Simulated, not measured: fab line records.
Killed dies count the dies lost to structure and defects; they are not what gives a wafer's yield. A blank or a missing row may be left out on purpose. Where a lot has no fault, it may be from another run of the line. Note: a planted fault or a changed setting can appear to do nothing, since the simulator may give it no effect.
Comparing a struck lot with a sound one | flow gf180mcu | 19 out of 602 route steps
Sound: wafers L386.2, L386.3, L386.4. Wafers struck: L396.1, L396.3, L396.6. At the end, the cause is stated.
For every step that has rows: the tool of each side, followed by ch and its chambers, followed by its first start. Under that, the readings that differ: sound wafers | struck wafers | difference of the means | sigmas: that difference in standard deviations of wafers without a fault.
alike: same words and numbers on both sides, and readings whose means sit less than 2 such deviations apart. not compared: any withheld reading, any reading some wafer has no value for, any bound like >300 that may hide the same value, and any number with overlapping values for which the record gives no deviation.
A row with sigmas, a row that says differs or no value, or rows on one side alone: a step with any of these is where the two part. When numbers do not overlap yet have no deviation, they are printed without sigmas and do not part them. A reading that every wafer of one side lacks parts them only if that side has two wafers or more.

first, 1 step without rows for these wafers: GF_NSD_IMPLANT_10.
GF_NSD_STRIP_11: strips in O2/N2.
  sound on plasmaAsher-01 ch 0,1, day 15 08:38; struck on plasmaAsher-03 ch 0,1, day 18 21:02
reading                  | sound       | struck      | difference | sigmas
drypumpMotorCurrentA (A) | 6.4 6.4 6.0 | 4.9 5.7 4.9 | -1.1       | -2
  alike: heaterPowerW, o2FlowSccm, oesProductAu, stripTimeToEndpointS
  not compared: rfHoursCounterH
GF_NSD_TW_MEAS_12:
  sound on filmMetro-02 at day 15 08:44; struck on filmMetro-04 at day 18 21:08
  alike: NSD_TW
then, 7 steps without rows for these wafers: GF_PSD_DEHYDRATE_00 (time 60 s); GF_PSD_HMDS_01 (prime time 60 s); GF_PSD_COAT_02 (resist thk 1000 nm); GF_PSD_SOFTBAKE_03 (time 60 s); GF_PSD_EXPOSE_04 (exposes mask Pplus, target cd 400 nm); GF_PSD_PEB_05; GF_PSD_DEVELOP_06 (develop time 60 s).
GF_PSD_CD_MEAS_07: target cd 400 nm.
  sound on cdSem-02 at day 16 07:18; struck on cdSem-02 at day 19 20:43
  alike: cdNm
GF_PSD_OVL_MEAS_08:
  sound on overlay-02 at day 16 07:24; struck on overlay-01 at day 19 20:50
  alike: PSD_OVL
GF_PSD_IMPLANT_09:
  sound on implanter-03 ch 0, day 16 07:28; struck on implanter-03 ch 0, day 19 20:53
reading          | sound          | struck            | difference | sigmas
beamOnS (s)      | 9.87 9.96 9.71 | 7.86 7.86 8.00    | -1.94      | -11
faradayCurrentUA | 8379 8287 8456 | 10434 10500 10260 | +2024      | +13
GF_PSD_STRIP_10: strips in O2/N2.
  sound on plasmaAsher-01 ch 0,1, day 16 07:35; struck on plasmaAsher-04 ch 0,1, day 19 21:02
reading                  | sound             | struck            | difference | sigmas
oesProductAu (a.u.)      | 0.583 0.579 0.591 | 0.609 0.613 0.613 | +0.027     | +6
stripTimeToEndpointS (s) | 16.50 16.48 16.53 | 15.81 15.80 15.77 | -0.71      | -21
  alike: drypumpMotorCurrentA, heaterPowerW, o2FlowSccm
  not compared: rfHoursCounterH
GF_PSD_TW_MEAS_11:
  sound on filmMetro-01 at day 16 07:41; struck on filmMetro-04 at day 19 21:21
reading | sound          | struck         | difference | sigmas
PSD_TW  | 3208 3199 3215 | 2990 2997 3020 | -205       | -9
  not compared: hold
GF_PSD_RTA_13: time 20 s.
  sound on rtpAnneal-01 ch 0, day 16 07:49; struck on rtpAnneal-01 ch 0, day 20 00:47
  alike: lampPowerPct, wafer_temp_C_max
GF_PSD_RS_MEAS_14: a four-point-probe measurement.
  sound on filmMetro-02 at day 16 07:53; struck on filmMetro-01 at day 20 00:53
  alike: NSD_RS
GF_PSD_RS_MEAS_15: a four-point-probe measurement.
  sound on filmMetro-02 at day 16 08:01; struck on filmMetro-01 at day 20 01:18
reading         | sound                | struck               | difference | sigmas
PSD_RS (ohm/sq) | 108.90 108.92 109.00 | 121.90 121.99 122.02 | +13.03     | +48
  not compared: hold
GF_PASSIVATION_PROBE_99:
  the record holds rows for the sound wafers here (prober-01, day 30 19:22) but none for the struck ones

## WHERE THEY PART
Last at GF_PASSIVATION_PROBE_99 as far as this record goes, first at GF_NSD_STRIP_11.

WHY: whatever the simulator had introduced
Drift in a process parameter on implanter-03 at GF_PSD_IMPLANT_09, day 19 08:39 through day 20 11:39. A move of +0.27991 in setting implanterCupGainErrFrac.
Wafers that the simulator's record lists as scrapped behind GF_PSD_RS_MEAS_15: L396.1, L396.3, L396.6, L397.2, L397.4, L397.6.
